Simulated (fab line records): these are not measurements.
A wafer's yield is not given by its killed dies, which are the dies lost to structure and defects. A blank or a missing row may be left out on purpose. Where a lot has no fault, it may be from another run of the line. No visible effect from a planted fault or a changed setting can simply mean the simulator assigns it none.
A struck lot beside a sound one + flow gf180mcu + 40 steps out of a route of 602
Sound: the wafers L222.2, L222.4, L222.5. Wafers struck: L234.1, L234.3, L234.4. Last of all comes the cause.
For every step that has rows: the tool of each side, followed by ch and its chambers, followed by its first start. Under that, the readings that differ: sound wafers + struck wafers + difference of the means + sigmas: that difference in standard deviations of wafers without a fault.
alike: same words and numbers on both sides, and readings whose means sit less than 2 such deviations apart. not compared: any withheld reading, any reading some wafer has no value for, any bound like >300 that may hide the same value, and any number with overlapping values for which the record gives no deviation.
Wherever a step has rows on one side only, a row that says differs or no value, or a row with sigmas, the two part there. When numbers do not overlap yet have no deviation, they are printed without sigmas and do not part them. A reading missing from all wafers of one side parts the sides only when that side holds two or more wafers.

GF_V4_RS_MEAS_24: the measuring method here is four-point-probe.
  sound: film-metro-02 at day 26 22:45; struck: film-metro-04 at day 30 08:16
  alike: V4_W_RS
GF_V4_THK_MEAS_25: measures by xrf.
  sound: film-metro-02 at day 26 22:52; struck: film-metro-04 at day 30 08:23
  alike: V4_W_THK
GF_V4_CMP_26: polishes, stops on SiO2, t overpolish 15 s, target thk 0 nm.
  sound on cmp-01 ch 0,3, day 26 22:58; struck on cmp-02 ch 0,1,2, day 30 08:26
  alike: edge-zone-pressure-frac, motor-current-A, overpolish-run-s, time-to-endpoint-s
then, 3 steps without rows for these wafers: GF_MIM_SPUTTER_00 (material Ti, target thk 37.5 nm, time 150 s); GF_MIM_SPUTTER_01 (material TiN, target thk 30 nm, time 25 s); GF_MIM_SPUTTER_02 (material AlCu, target thk 450 nm, time 23.9 s).
GF_MIM_SPUTTER_03: material Ti, target thk 10 nm, time 6.7 s.
  sound: pvd-sputter-02 at day 26 23:22; struck: pvd-sputter-04 at day 30 08:54
  alike: cathode-dc-power-W, throttle-valve-pct
then, 2 steps without rows for these wafers: GF_MIM_SPUTTER_04 (material TiN, target thk 50 nm, time 41.7 s); GF_MIM_CVD_05 (deposits Si3N4, target thk 42 nm, time 29.086 s).
GF_MIM_THK_MEAS_06:
  sound: film-metro-01 at day 26 23:29; struck: film-metro-03 at day 30 09:00
  alike: MIM_CVD_05_THK
then, 2 steps without rows for these wafers: GF_MIM_SPUTTER_07 (material TiN, target thk 60 nm, time 50 s); GF_MIM_SPUTTER_08 (material AlCu, target thk 200 nm, time 10.6 s).
GF_MIM_SPUTTER_09: material TiN, target thk 35 nm, time 29.2 s.
  sound: pvd-sputter-01 at day 26 23:35; struck: pvd-sputter-01 at day 30 09:07
| reading                                 | sound             | struck           | difference | sigmas |
|-----------------------------------------|-------------------|------------------|------------|--------|
| model.TiN_of_MIM_SPUTTER_09.thk-nm (nm) | 35.34 35.27 35.19 | 37.05 36.96 37.4 | +1.87      |        |
  alike: cathode-dc-power-W, throttle-valve-pct
GF_MIM_RS_MEAS_10: the measuring method here is four-point-probe.
  sound: film-metro-03 at day 26 23:39; struck: film-metro-04 at day 30 09:10
  alike: MIM_ALCU_RS
GF_MIM_THK_MEAS_11: measures by xrf.
  sound: film-metro-03 at day 26 23:46; struck: film-metro-04 at day 30 09:17
  alike: MIM_ALCU_THK
then, 8 steps without rows for these wafers: GF_MIM_DEHYDRATE_12 (time 60 s); GF_MIM_HMDS_13 (prime time 60 s); GF_MIM_COAT_14 (resist thk 1000 nm); GF_MIM_SOFTBAKE_15 (time 60 s); GF_MIM_EXPOSE_16 (exposes mask FuseTop, target cd 2000 nm); GF_MIM_PEB_17; GF_MIM_DEVELOP_18 (develop time 60 s); GF_MIM_METAL_ETCH_19 (etches the open film in Cl2/BCl3, stops on Si3N4, target depth 324.5 nm, time 54.1 s).
GF_MIM_STRIP_20: strips in O2/N2.
  sound on plasma-asher-04 ch 0,1, day 27 19:13; struck on plasma-asher-04 ch 0,1, day 31 03:28
  alike: chamber-pressure-mTorr, drypump-motor-current-A, heater-power-w, oes-product-au, strip-time-to-endpoint-s
  not compared: rf-hours-counter-h
then, 9 steps without rows for these wafers: GF_MIM_STRIP_21 (strips in post etch residue remover, time 1200 s); GF_MIM_CLEAN_22 (cleans in DIW); GF_M5_DEHYDRATE_00 (time 60 s); GF_M5_HMDS_01 (prime time 60 s); GF_M5_COAT_02 (resist thk 1000 nm); GF_M5_SOFTBAKE_03 (time 60 s); GF_M5_EXPOSE_04 (exposes mask Metal5, target cd 280 nm); GF_M5_PEB_05 (peb time 90 s); GF_M5_DEVELOP_06 (develop time 60 s).
GF_M5_CD_MEAS_07: the cd target is 280 nm.
  sound: cd-sem-02 at day 28 14:49; struck: cd-sem-02 at day 31 21:01
  alike: cd-nm
GF_M5_OVL_MEAS_08:
  sound: overlay-01 at day 28 14:55; struck: overlay-02 at day 31 21:08
  alike: M5_OVL
then, 1 step without rows for these wafers: GF_M5_ETCH_09 (etches Si3N4 in CF4/O2, target depth 52 nm, time 11.6 s).
GF_M5_METAL_ETCH_10: etches the open film in Cl2/BCl3, stops on SiO2, target depth 627.5 nm, time 104.6 s.
  sound on rie-metal-04 ch 0, day 28 14:59; struck on rie-metal-04 ch 0,1, day 31 21:12
  alike: chamber-pressure-mTorr, drypump-motor-current-A, mfc-cl2-sccm, oes-product-au, rf-fwd-power-W, throttle-valve-pct
  not compared: rf-hours-counter-h
GF_M5_STRIP_11: strips in O2/N2.
  sound on plasma-asher-01 ch 0,1, day 28 15:05; struck on plasma-asher-03 ch 0,1, day 31 21:19
  alike: chamber-pressure-mTorr, drypump-motor-current-A, heater-power-w, oes-product-au, strip-time-to-endpoint-s
  not compared: rf-hours-counter-h
GF_M5_STRIP_12: strips in post etch residue remover, time 1200 s.
  sound on wet-bench-01 ch 3, day 28 15:11; struck on wet-bench-01 ch 0, day 31 21:25
| reading                                 | sound             | struck            | difference | sigmas |
|-----------------------------------------|-------------------|-------------------|------------|--------|
| model.TiN_of_MIM_SPUTTER_09.thk-nm (nm) | 34.49 34.43 34.35 | 36.22 36.12 36.56 | +1.88      |        |
then, 1 step without rows for these wafers: GF_M5_CLEAN_13 (cleans in DIW).

WHERE THEY PART
Nowhere in this record.

WHY: the cause the simulator had injected
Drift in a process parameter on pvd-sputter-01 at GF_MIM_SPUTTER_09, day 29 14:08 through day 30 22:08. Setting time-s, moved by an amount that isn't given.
